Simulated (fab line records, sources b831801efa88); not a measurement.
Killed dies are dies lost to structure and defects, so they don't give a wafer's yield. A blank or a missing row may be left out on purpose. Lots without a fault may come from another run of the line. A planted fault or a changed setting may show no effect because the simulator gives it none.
fab line records | flow sky130
record lots=6 wafers=18 last_day=50
route steps=708 shown VIA1@460 PAD_OPEN@708
lots that met no fault: from a run of the same line without faults
start_h: hours from the record's first day to the start of the lot's first wafer shown | wait_h: hours since the lot's step before | " the same as in the row above | L1.1+2: a row that stands for several wafers | - no value, or no start given | * or withheld: withheld | < > ~ a bound
route shown NAME@n: a module of which the file shows steps, and the number in the route of the first | usual: mean/standard deviation of fault-free wafers | same: alike in all rows | chamber/n: place in a boat | sites: the reading at each site | _std_site: their standard deviation | _edge_site: outer sites' mean less inner sites' | radius_mm: how far each site lies from the wafer's centre | mask NAME#n: copy n | behind: the tool/chamber that last shaped the wafer | hold: why the lot was held/for how many hours/how that ended | device: the transistor (n, p or np) that didn't switch | end of line: the same wafers' tests at the end of the route | a step without rows: its recipe alone | killed: dies lost to structure and defects at the first sort, not the wafer's yield | map: a wafer's dies, x killed, . not, _ none there
set.NAME: the setting as run; set.NAME@STEP: as run at that earlier step | model.NAME: the simulator's own value behind a step, which no gauge read
lots at some steps of the route; a table a step, a row a wafer
services: from which hour (start_h, from the record's first day; less than 0 if before it) a tool's chamber was out of use, for how many hours, and why
## steps
# step SKY_VIA1_CMP_02
# recipe material=SiO2 down_force_psi=4 platen_rpm=60 pad_velocity_m_s=0.94248
# usual edge_zone_pressure_frac=1.000/0.0049 head_pressure_psi=3.999/0.0091 motor_current_A=11.6/1.3 retaining_ring_pressure_frac=1.000/0.0052
# columns lot.wafer tool chamber start_h wait_h edge_zone_pressure_frac head_pressure_psi motor_current_A retaining_ring_pressure_frac
L528.2 cmp-02 3 764.16 0.1 0.989 4.014 12.4 1.003
L528.4 " 0 " " 1.002 3.994 10.1 0.991
L528.5 " 3 " " 0.999 3.994 12.7 1.004
L535.4 cmp-02 3 834.00 0.1 1.000 3.997 12.3 1.000
L535.3 " 0 " " 1.001 4.002 10.1 1.007
L535.5 " 1 " " 1.002 4.008 11.1 0.996
L538.1 cmp-02 2 848.92 0.1 1.009 4.004 12.6 0.999
L538.3 " 3 " " 1.009 3.986 12.8 1.002
L538.2 " 0 " " 1.001 3.994 9.9 0.995
L541.2 cmp-02 3 873.75 0.1 1.002 3.991 11.8 1.009
L541.4 " 1 " " 1.009 4.003 11.8 1.006
L541.5 " 3 " " 0.994 3.989 12.4 1.003
L546.1 cmp-01 2 908.29 0.1 1.001 3.990 10.1 0.998
L546.6 " 2 " " 0.997 3.987 10.4 0.999
L546.5 " 3 " " 0.996 3.989 11.3 1.004
L551.2 cmp-02 0 936.02 0.1 1.002 3.993 10.6 1.016
L551.1 " 1 " " 0.995 3.986 11.7 0.996
L551.5 " 3 " " 0.991 3.994 12.2 1.005
# step SKY_VIA1_BOW_MEAS_03
# recipe mode=bow
# usual VIA1_BOW=80/7.1
# columns lot.wafer tool chamber start_h wait_h VIA1_BOW[um]
L528.2 film_metro-01 - 764.43 0.2 80
L528.4 " - " " 70
L528.5 " - " " 81
L535.3 film_metro-02 - 834.24 0.1 75
L535.4 " - " " 78
L535.5 " - " " 91
L538.1 film_metro-01 - 849.17 0.2 74
L538.2 " - " " 87
L538.3 " - " " 78
L541.2 film_metro-01 - 874.02 0.2 77
L541.4 " - " " 85
L541.5 " - " " 71
L546.1 film_metro-04 - 908.59 0.2 86
L546.5 " - " " 75
L546.6 " - " " 82
L551.1 film_metro-02 - 936.27 0.1 79
L551.2 " - " " 58
L551.5 " - " " 76
# step SKY_VIA1_DEHYDRATE_04
# recipe temp_c=200 time_s=60
# step SKY_VIA1_HMDS_05
# recipe prime_time_s=60 prime_temp_c=120
# step SKY_VIA1_COAT_06
# recipe resist=BARC temp_c=withheld time_s=withheld spin_rpm=3000 resist_thk_nm=60
# step SKY_VIA1_COAT_07
# recipe resist=KrF-thick spin_rpm=3000 resist_thk_nm=450
# step SKY_VIA1_SOFTBAKE_08
# recipe temp_c=100 time_s=90 resist=KrF-thick
# step SKY_VIA1_EXPOSE_09
# recipe mask_id=VIM na=0.8 source_shape=annular sigma_inner=0.55 sigma_outer=0.85 target_cd_nm=150 dose_mj=38
# step SKY_VIA1_PEB_10
# recipe peb_temp_c=withheld peb_time_s=withheld resist=KrF-thick
# step SKY_VIA1_DEVELOP_11
# recipe develop_time_s=60 resist=KrF-thick dev_temp_c=21
# step SKY_VIA1_CD_MEAS_12
# recipe target_cd_nm=150
# usual cd_nm=150.3/1.8
# columns lot.wafer tool chamber start_h wait_h cd_nm
L528.2 cd_sem-01 - 790.80 - 145.2
L528.4 " - " " 145.6
L528.5 " - " " 144.1
L535.3 cd_sem-02 - 860.19 - 152.2
L535.4 " - " " 152.0
L535.5 " - " " 152.2
L538.1 cd_sem-02 - 875.28 - 149.8
L538.2 " - " " 149.3
L538.3 " - " " 150.6
L541.2 cd_sem-01 - 899.44 - 152.0
L541.4 " - " " 151.2
L541.5 " - " " 150.1
L546.1 cd_sem-01 - 932.87 - 150.5
L546.5 " - " " 151.7
L546.6 " - " " 150.8
L551.1 cd_sem-02 - 963.10 - 150.8
L551.2 " - " " 152.7
L551.5 " - " " 152.6
# step SKY_VIA1_OVL_MEAS_13
# usual VIA1_OVL=-2/4.8
# columns lot.wafer tool chamber start_h wait_h VIA1_OVL[nm]
L528.2 overlay-02 - 790.91 0.1 0
L528.4 " - " " -7
L528.5 " - " " -4
L535.3 overlay-01 - 860.28 0.1 -5
L535.4 " - " " 3
L535.5 " - " " 3
L538.1 overlay-02 - 875.40 0.1 -9
L538.2 " - " " -6
L538.3 " - " " -4
L541.2 overlay-02 - 899.54 0.1 0
L541.4 " - " " -7
L541.5 " - " " 0
L546.1 overlay-01 - 932.99 0.1 3
L546.5 " - " " 3
L546.6 " - " " -7
L551.1 overlay-02 - 963.22 0.1 3
L551.2 " - " " 6
L551.5 " - " " -5
# step SKY_VIA1_ETCH_14
# recipe chemistry=N2/H2 target=BARC ion_energy_ev=200 source_w=500 bias_w=100 pressure_mtorr=30 n2_flow_sccm=100 h2_flow_sccm=200 stop_on=SiO2 time_s=45.9 target_depth_a=600
# usual chamber_pressure_mTorr=29.998/0.026 drypump_motor_current_A=5.9/0.41 oes_product_au=0.856/0.0045 run_length_s=74.1/0.49 throttle_valve_pct=13.225/0.0091
# columns lot.wafer tool chamber start_h wait_h chamber_pressure_mTorr drypump_motor_current_A oes_product_au rf_hours_counter_h run_length_s throttle_valve_pct model.KrF-thick_of_VIA1_COAT_07.thk_nm
L528.2 rie_diel-01 0 790.94 0.0 29.959 6.0 0.865 11 74.1 13.230 393.3
L528.4 " 1 " " 29.964 6.1 0.849 - 75.0 13.244 394.7
L528.5 " 2 " " 30.015 6.3 0.858 - 73.6 13.223 393.2
L535.3 rie_diel-03 3 860.30 0.0 30.015 6.1 0.856 20 74.3 13.220 394.5
L535.4 " 2 " " 30.035 5.1 0.854 19 74.3 13.223 394.4
L535.5 " 0 " " 29.993 5.5 0.859 - 74.8 13.225 396.7
L538.1 rie_diel-01 1 875.44 0.0 29.984 6.1 0.777 6 84.4 13.216 386.3
L538.2 " 0 " " 29.958 6.0 0.773 14 83.2 13.218 386.6
L538.3 " 3 " " 29.974 6.1 0.774 0 83.0 13.220 386.7
L541.2 rie_diel-01 0 899.57 0.0 30.032 6.0 0.779 14 83.6 13.226 384.8
L541.4 " 2 " " 29.959 6.3 0.772 - 82.8 13.205 384.3
L541.5 " 3 " " 30.060 6.2 0.778 - 83.2 13.211 382
L546.1 rie_diel-03 0 933.03 0.0 29.991 5.5 0.853 21 74.7 13.223 393.6
L546.5 " 0 " " 30.006 5.5 0.854 - 75.1 13.221 391.9
L546.6 " 3 " " 29.950 6.1 0.860 - 74.2 13.226 392.6
L551.1 rie_diel-03 3 963.26 0.0 29.966 6.1 0.856 23 73.9 13.226 391.4
L551.2 " 0 " " 29.980 5.5 0.857 22 75.0 13.224 391
L551.5 " 1 " " 30.007 4.9 0.858 - 74.1 13.222 390.3
# step SKY_VIA1_ETCH_15
# recipe target=SiO2 chemistry=C4F8/O2/Ar target_depth_nm=351 stop_on=TiN mask_material=KrF-thick source_w=1500 bias_w=1200 pressure_mtorr=40 c4f8_flow_sccm=withheld O2_flow_sccm=6 Ar_flow_sccm=300 time_s=54
# usual chamber_pressure_mTorr=40.00/0.034 oes_product_au=0.980/0.0059 run_length_s=82.2/0.47
# columns lot.wafer tool chamber start_h wait_h chamber_pressure_mTorr oes_product_au rf_hours_counter_h run_length_s model.KrF-thick_of_VIA1_COAT_07.thk_nm
L528.2 rie_diel-01 0 790.98 0.0 40.06 0.980 11 82.0 323.2
L528.4 " 1 " " 39.90 0.985 - 83.0 323.4
L528.5 " 2 " " 40.01 0.978 - 81.6 323.3
L535.3 rie_diel-03 3 860.35 0.0 39.94 0.979 20 82.0 326.1
L535.4 " 2 " " 40.03 0.968 19 82.6 325.5
L535.5 " 0 " " 39.95 0.975 - 82.8 327.4
L538.1 rie_diel-01 1 875.48 0.0 39.99 0.982 6 82.9 316
L538.2 " 0 " " 39.98 0.983 14 82.1 316.2
L538.3 " 3 " " 40.05 0.979 0 82.1 316.3
L541.2 rie_diel-01 0 899.61 0.0 39.91 0.974 14 82.6 315.1
L541.4 " 2 " " 40.03 0.976 - 81.6 313.8
L541.5 " 3 " " 39.99 0.988 - 81.9 311.5
L546.1 rie_diel-03 0 933.07 0.0 40.01 0.978 21 82.8 325.4
L546.5 " 0 " " 39.98 0.971 - 82.8 323.2
L546.6 " 3 " " 39.97 0.986 - 82.2 324
L551.1 rie_diel-03 3 963.30 0.0 40.04 0.975 23 82.5 323.1
L551.2 " 0 " " 39.96 0.986 22 82.8 322.1
L551.5 " 1 " " 39.98 0.990 - 81.6 320.6
# step SKY_VIA1_STRIP_16
# recipe chemistry=O2/N2 power_w=1400 pressure_mtorr=1500 platen_temp_c=withheld o2_flow_sccm=3000 n2_flow_sccm=300 overash_fraction=0.5
# usual chamber_pressure_mTorr=1499.9/1.5 drypump_motor_current_A=5.7/0.5 oes_product_au=0.417/0.0044 strip_time_to_endpoint_s=4.471/0.021
# columns lot.wafer tool chamber start_h wait_h chamber_pressure_mTorr drypump_motor_current_A oes_product_au rf_hours_counter_h strip_time_to_endpoint_s
L528.2 plasma_asher-01 1 791.03 0.0 1501.4 6.1 0.417 36 4.464
L528.4 " 0 " " 1495.3 5.3 0.418 - 4.483
L528.5 " 0 " " 1500.0 5.4 0.419 - 4.480
L535.3 plasma_asher-03 1 860.43 0.1 1498.9 5.1 0.419 - 4.505
L535.4 " 0 " " 1499.7 5.6 0.417 - 4.485
L535.5 " 0 " " 1499.4 5.6 0.417 - 4.523
L538.1 plasma_asher-03 0 875.53 0.0 1498.8 5.6 0.419 73 4.394
L538.2 " 1 " " 1500.4 5.1 0.409 73 4.385
L538.3 " 1 " " 1497.4 5.1 0.410 - 4.379
L541.2 plasma_asher-04 1 899.66 0.0 1501.3 6.4 0.419 15 4.365
L541.4 " 0 " " 1501.1 5.3 0.411 - 4.353
L541.5 " 1 " " 1498.0 6.4 0.413 - 4.358
L546.1 plasma_asher-04 1 933.11 0.0 1502.1 6.4 0.415 19 4.506
L546.5 " 0 " " 1501.4 5.3 0.414 - 4.467
L546.6 " 1 " " 1500.9 6.4 0.419 - 4.477
L551.1 plasma_asher-04 1 963.34 0.0 1498.8 6.4 0.413 22 4.466
L551.2 " 0 " " 1501.3 5.3 0.415 22 4.462
L551.5 " 1 " " 1499.0 6.4 0.419 - 4.450
# step SKY_VIA1_STRIP_17
# recipe chemistry=post_etch_residue_remover time_s=1200 temp_c=72.5
# step SKY_PAD_OPEN_PROBE_99
# usual defect_limited_yield=82.4/1.9 killed_at_M0_to_M3=43/7.1 killed_at_M4_up=3.2/1.7 killed_at_contacts=24/5.6 killed_at_front_end=16/5 killed_at_other=0.4/0.68 killed_dies=86/9.3 killed_open=47/7.1 killed_short=39/5.7 sort_bin_3_pad_short=0.9/0.38 sort_bin_5_function=10.4/1.5 sort_bin_6_memory=6.3/1.3 sort_n_pass=406/9.3 sort_yield_pct=82.4/1.9
# same gross_dies=492 killed_at_back_side=0 sort_bin_4_leakage[%]=0 sort_bin_8_speed[%]=0
# columns lot.wafer tool chamber start_h wait_h defect_limited_yield[%] killed_at_M0_to_M3 killed_at_M4_up killed_at_contacts killed_at_front_end killed_at_other killed_dies killed_open killed_short sort_bin_3_pad_short[%] sort_bin_5_function[%] sort_bin_6_memory[%] sort_n_pass sort_yield_pct[%]
L528.2 prober-01 - 1073.31 0.1 82.3 46 3 17 20 1 87 50 37 0.8 12.0 4.9 405 82.3
L528.4 prober-01 - 1073.41 0.2 81.5 45 3 27 16 0 91 50 41 0.8 10.4 7.3 401 81.5
L528.5 prober-01 - 1073.46 0.2 83.7 41 0 30 9 0 80 46 34 1.4 9.3 5.5 412 83.7
L538.2 prober-01 - 1139.96 0.1 84.3 43 4 14 15 1 77 46 31 0.6 8.3 6.7 415 84.3
L546.1 prober-01 - 1180.49 0.1 81.3 44 5 34 9 0 92 53 39 0.8 9.1 8.7 400 81.3
L546.5 prober-01 - 1180.69 0.2 81.9 47 3 18 20 1 89 49 40 1.0 12.2 4.9 403 81.9
L546.6 prober-01 - 1180.74 0.2 82.9 51 7 18 8 0 84 43 41 0.6 9.8 6.7 408 82.9
# killed by level:class
L528.2 VIA1:geometric_particle:open=11 VIA2:geometric_particle:open=7 VIA1:geometric_particle:short=6 FIELD_ISO:geometric_particle:short=5 CONTACT:geometric_particle:open=5 VIA3:geometric_particle:open=5 FIELD_ISO:geometric_particle:open=4 POLY_GATE:geometric_particle:short=4
L528.4 VIA1:geometric_particle:open=13 CONTACT:geometric_particle:open=10 VIA1:geometric_particle:short=7 POLY_GATE:geometric_particle:short=6 CONTACT:geometric_particle:short=6 VIA3:geometric_particle:open=6 VIA2:geometric_particle:open=5 LI_CONTACT:geometric_particle:open=4
L528.5 VIA1:geometric_particle:open=14 CONTACT:geometric_particle:open=11 LI_CONTACT:geometric_particle:open=8 VIA1:geometric_particle:short=6 CONTACT:geometric_particle:short=6 METAL1:geometric_particle:short=5 METAL2:geometric_particle:short=4 POLY_GATE:geometric_particle:open=3
L538.2 VIA1:geometric_particle:open=13 VIA1:geometric_particle:short=6 POLY_GATE:geometric_particle:open=5 LI_CONTACT:geometric_particle:open=5 METAL2:geometric_particle:open=5 VIA2:geometric_particle:open=4 METAL1:geometric_particle:short=4 CONTACT:geometric_particle:short=3
L546.1 VIA1:geometric_particle:open=13 CONTACT:geometric_particle:open=12 LI_CONTACT:geometric_particle:open=9 VIA1:geometric_particle:short=7 FIELD_ISO:geometric_particle:open=5 LI_CONTACT:geometric_particle:short=5 CONTACT:geometric_particle:short=5 METAL1:geometric_particle:short=5
L546.5 VIA1:geometric_particle:open=10 CONTACT:geometric_particle:open=9 FIELD_ISO:geometric_particle:short=6 VIA1:geometric_particle:short=6 FIELD_ISO:geometric_particle:open=5 VIA2:geometric_particle:open=5 LI_CONTACT:geometric_particle:open=5 VIA3:geometric_particle:open=5
L546.6 VIA1:geometric_particle:open=14 METAL1:geometric_particle:short=10 CONTACT:geometric_particle:open=10 METAL2:geometric_particle:short=7 VIA1:geometric_particle:short=6 METAL4:geometric_particle:short=5 LI_CONTACT:geometric_particle:open=4 VIA3:geometric_particle:open=4
## services
# columns tool chamber start_h hours kind
plasma_asher-04 - 742.75 2.8 pm
rie_diel-01 3 743.18 12.9 repair
rie_diel-03 0 743.29 3.9 repair
cmp-02 - 748.54 4.0 pm
cmp-02 - 759.53 2.6 repair
rie_diel-01 2 760.27 23.5 repair
rie_diel-01 3 777.20 4.4 repair
rie_diel-01 3 786.19 15.9 repair
rie_diel-01 2 800.74 11.3 repair
rie_diel-01 - 829.38 1.8 repair
rie_diel-03 3 830.92 19.2 repair
plasma_asher-03 - 840.00 4.4 repair
plasma_asher-04 - 841.65 2.1 repair
rie_diel-03 2 848.33 6.5 repair
plasma_asher-03 - 880.70 2.3 repair
rie_diel-01 1 897.52 3.9 repair
rie_diel-01 3 913.37 9.5 repair
rie_diel-03 - 915.03 7.1 repair
cmp-02 - 917.86 5.5 pm
cmp-02 - 922.72 5.8 repair
rie_diel-01 2 931.53 2.8 repair
plasma_asher-03 - 956.70 2.8 pm
rie_diel-03 2 960.10 13.6 repair
cmp-02 - 960.88 1.1 repair
## key
first_sign step=SKY_VIA1_ETCH_14 reading=run_length_s direction=up sigmas=19 usual=* struck=*
effect step=SKY_VIA1_ETCH_14 reading=oes_product_au direction=down sigmas=18 usual=0.856 struck=0.776
effect step=SKY_VIA1_STRIP_16 reading=strip_time_to_endpoint_s direction=down sigmas=4.7 usual=* struck=*
model_effect step=SKY_VIA1_ETCH_14 value=KrF-thick_of_VIA1_COAT_07.thk_nm without=393.8 struck=385.1
model_effect step=SKY_VIA1_ETCH_15 value=KrF-thick_of_VIA1_COAT_07.thk_nm without=323.5 struck=314.8
met_at SKY_VIA1_ETCH_14
struck_wafers L538.1,L538.2,L538.3,L541.2,L541.4,L541.5
onset_between 790.94 875.44
fault kind=process_parameter_drift tool=rie_diel-01 chamber=- onset_h=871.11 steps=SKY_VIA1_ETCH_14 channel=time_s offset=* shape=step end_h=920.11 acts_in=* stated=*
